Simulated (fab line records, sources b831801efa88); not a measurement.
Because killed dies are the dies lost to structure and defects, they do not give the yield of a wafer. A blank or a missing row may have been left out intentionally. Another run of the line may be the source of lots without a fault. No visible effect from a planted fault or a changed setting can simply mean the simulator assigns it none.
A lot that was struck, set against a sound lot    flow gf180mcu    18 out of 602 route steps
Sound: the wafers L243.1, L243.2, L243.3. Struck: wafer L230.3. (L230.2, L230.6 of the same lot were not struck and are left out.) The cause comes at the end.
At each step with rows: each side's tool, then ch and its chambers, then its first start. Under that, the readings that differ: sound wafers    struck wafers    difference of the means    sigmas: that difference in standard deviations of wafers without a fault.
alike: words and numbers the same on both sides, and readings whose means are apart by under 2 such deviations; not compared: readings that were withheld, readings missing a value for some wafer, numbers with overlapping values and no deviation given by the record, and bounds like >300 which may hide the same value.
Wherever a step has rows on one side only, a row that says differs or no value, or a row with sigmas, the two part there. Non-overlapping numbers with no deviation appear without sigmas and do not part them. A reading missing from all wafers of one side parts the sides only when that side holds two or more wafers.

first, 2 steps without rows for these wafers: GF_CONTACT_PEB_12 (peb time 90 s); GF_CONTACT_DEVELOP_13 (develop time 60 s).
GF_CONTACT_CD_MEAS_14 targets a cd of 220 nm.
  sound: cd sem-02 at day 23 00:43; struck: cd sem-01 at day 18 05:20
reading     sound              struck  difference  sigmas
cd nm (nm)  222.8 224.2 223.2  220.0   -3.4        -2
GF_CONTACT_OVL_MEAS_15:
  sound: overlay-01 at day 23 00:50; struck: overlay-01 at day 18 05:26
  alike: CONTACT_OVL
GF_CONTACT_ETCH_16: etches BARC in N2/H2.
  sound on rie diel-03 ch 0,2,3, day 23 00:52; struck on rie diel-04 ch 0, day 18 05:28
  alike: drypump motor current A, oes product au, throttle valve pct
GF_CONTACT_ETCH_17: etches SiO2 in C4F8/O2/Ar, stops on CoSi2, target depth 860 nm.
  sound: rie diel-03 ch 0,2,3; struck: rie diel-04 ch 0
  alike: oes product au
GF_CONTACT_STRIP_18: strips in O2/N2.
  sound on plasma asher-02 ch 0,1, day 23 01:02; struck on plasma asher-02 ch 1, day 18 05:38
reading                sound              struck  difference  sigmas
oes product au (a.u.)  0.580 0.572 0.584  0.596   +0.017      +3
  alike: drypump motor current A, heater power w, platen temp c
  not compared: rf hours counter h
then, 3 steps without rows for these wafers: GF_CONTACT_CLEAN_19 (cleans in SPM); GF_CONTACT_CLEAN_20 (cleans in DIW); GF_CONTACT_CLEAN_21 (cleans in dHF, time 20 s).
GF_CONTACT_SPUTTER_22: material Ti, target thk 15 nm, time 80.02 s.
  sound: pvd sputter-04 at day 23 01:22; struck: pvd sputter-04 at day 18 05:56
  alike: throttle valve pct
GF_CONTACT_SPUTTER_23: material TiN, target thk 10 nm, time 40 s.
  sound: pvd sputter-04 at day 23 01:26; struck: pvd sputter-04 at day 18 05:59
  alike: throttle valve pct
GF_CONTACT_CVD_24: deposits W, target thk 300 nm, time 90.339 s.
  sound on cvd w-02 ch 0,1, day 23 01:29; struck on cvd w-02 ch 1, day 18 06:02
reading                                sound                 struck  difference  sigmas
susceptor temp C (C)                   399.78 399.97 399.85  378.01  -21.86      -99 or more
model.W_of_CONTACT_CVD_24.thk nm (nm)  294.1 299.3 293.1     197.8   -97.7       
  alike: heater power w
GF_CONTACT_RS_MEAS_25: a four-point-probe measurement.
  sound: film metro-04 at day 23 01:35; struck: film metro-03 at day 18 06:09
reading                sound              struck  difference  sigmas
CONTACT_W_RS (ohm/sq)  0.390 0.383 0.393  0.583   +0.194      +36
GF_CONTACT_THK_MEAS_26: measures by xrf.
  sound: film metro-04 at day 23 01:42; struck: film metro-03 at day 18 06:16
reading             sound        struck  difference  sigmas
CONTACT_W_THK (nm)  299 305 296  199     -101        -22
GF_CONTACT_CMP_27: polishes, stops on SiO2, t overpolish 15 s, target thk 0 nm.
  sound on cmp-01 ch 1,2,3, day 23 01:46; struck on cmp-01 ch 0, day 18 06:22
reading                 sound           struck  difference  sigmas
motor current A (A)     11.7 11.9 14.7  9.6     -3.2        -2
time to endpoint s (s)  67 67 63        45      -21         -5
  alike: retaining ring pressure frac, slurry filter dp kPa
then, 2 steps without rows for these wafers: GF_M1_SPUTTER_00 (material Ti, target thk 37.5 nm, time 150 s); GF_PASSIVATION_PROBE_99.

== WHERE THEY PART ==
Last at GF_CONTACT_CMP_27 as far as this record goes, first at GF_CONTACT_CD_MEAS_14.

WHY: what had been put in by the simulator
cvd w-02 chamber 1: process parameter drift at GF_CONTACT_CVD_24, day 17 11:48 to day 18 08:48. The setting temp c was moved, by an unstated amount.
